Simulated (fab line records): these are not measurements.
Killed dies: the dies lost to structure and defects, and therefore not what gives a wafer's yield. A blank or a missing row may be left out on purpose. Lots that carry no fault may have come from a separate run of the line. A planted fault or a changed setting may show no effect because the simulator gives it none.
One fault through the eyes of 2 desks + flow gf180mcu + every desk sees just its own numbers, and what lay behind them comes last

## AT THE METROLOGY DESK
Means of the sampled wafers that have a number, per lot and without regard to the tool the lot ran on: this is what the gauges read. Any lot whose mean is over 4 standard deviations away from the usual mean is out of limits and marked OUT; that distance is given in the brackets. Of its 9 readings 7 are shown: those that lie furthest out on some lot.
Columns: A = V5_OVL at GF_V5_OVL_MEAS_15, usual 0 nm; B = V5_W_RS at GF_V5_RS_MEAS_24, usual 0.328 ohm/sq; C = V5_W_THK at GF_V5_THK_MEAS_25, usual 355 nm; D = TOP_METAL_ALCU_RS at GF_TOP_METAL_RS_MEAS_05, usual 0.0330 ohm/sq; E = TOP_METAL_ALCU_THK at GF_TOP_METAL_THK_MEAS_06, usual 884 nm; F = TOP_METAL_OVL at GF_TOP_METAL_OVL_MEAS_15, usual -0.8 nm; G = PASSIVATION_CVD_02_THK at GF_PASSIVATION_THK_MEAS_03, usual 698 nm
| lot  | first seen here | A  | B     | C   | D      | E   | F    | G   |
|------|-----------------|----|-------|-----|--------|-----|------|-----|
| L163 | day 29 16:23    | -7 | 0.325 | 359 | 0.0336 | 875 | -0.8 | 700 |
| L166 | day 30 23:05    | 1  | 0.330 | 351 | 0.0333 | 877 | -0.7 | 694 |
| L168 | day 31 03:15    | -4 | 0.320 | 363 | 0.0324 | 898 | 0.0  | 702 |
| L171 | day 31 21:20    | 3  | 0.328 | 355 | 0.0329 | 889 | 0.3  | 697 |
| L174 | day 32 09:40    | -5 | 0.331 | 355 | 0.0327 | 883 | 0.3  | 708 |
| L175 | day 32 14:58    | 2  | 0.323 | 358 | 0.0334 | 870 | -1.4 | 704 |
Finding of this desk: none of the 6 lots has anything out of limits.

## TOOL OWNER'S DESK, pvdSputter-02
The tool's own readings at GF_TOP_METAL_SPUTTER_00 (material Ti, target thk 37.5 nm, time 150 s): means of the sampled wafers that have a number, for each lot that ran on this tool. Any lot whose mean is over 4 standard deviations away from the usual mean is out of limits and marked OUT; that distance is given in the brackets.
Columns: A = throttleValvePct at GF_TOP_METAL_SPUTTER_00, usual 29.7 %
| lot  | first seen here | A    |
|------|-----------------|------|
| L163 | day 29 17:50    | 29.2 |
| L166 | day 31 00:31    | 29.2 |
| L171 | day 31 22:48    | 29.0 |
| L175 | day 32 16:23    | 29.6 |
Finding of this desk: none of the 4 lots has anything out of limits.

## BROUGHT TOGETHER
At the metrology desk, nothing out of limits was observed.
Nothing out of limits was seen by the tool owner's desk.

## WHAT THE SIMULATOR HAD INSERTED
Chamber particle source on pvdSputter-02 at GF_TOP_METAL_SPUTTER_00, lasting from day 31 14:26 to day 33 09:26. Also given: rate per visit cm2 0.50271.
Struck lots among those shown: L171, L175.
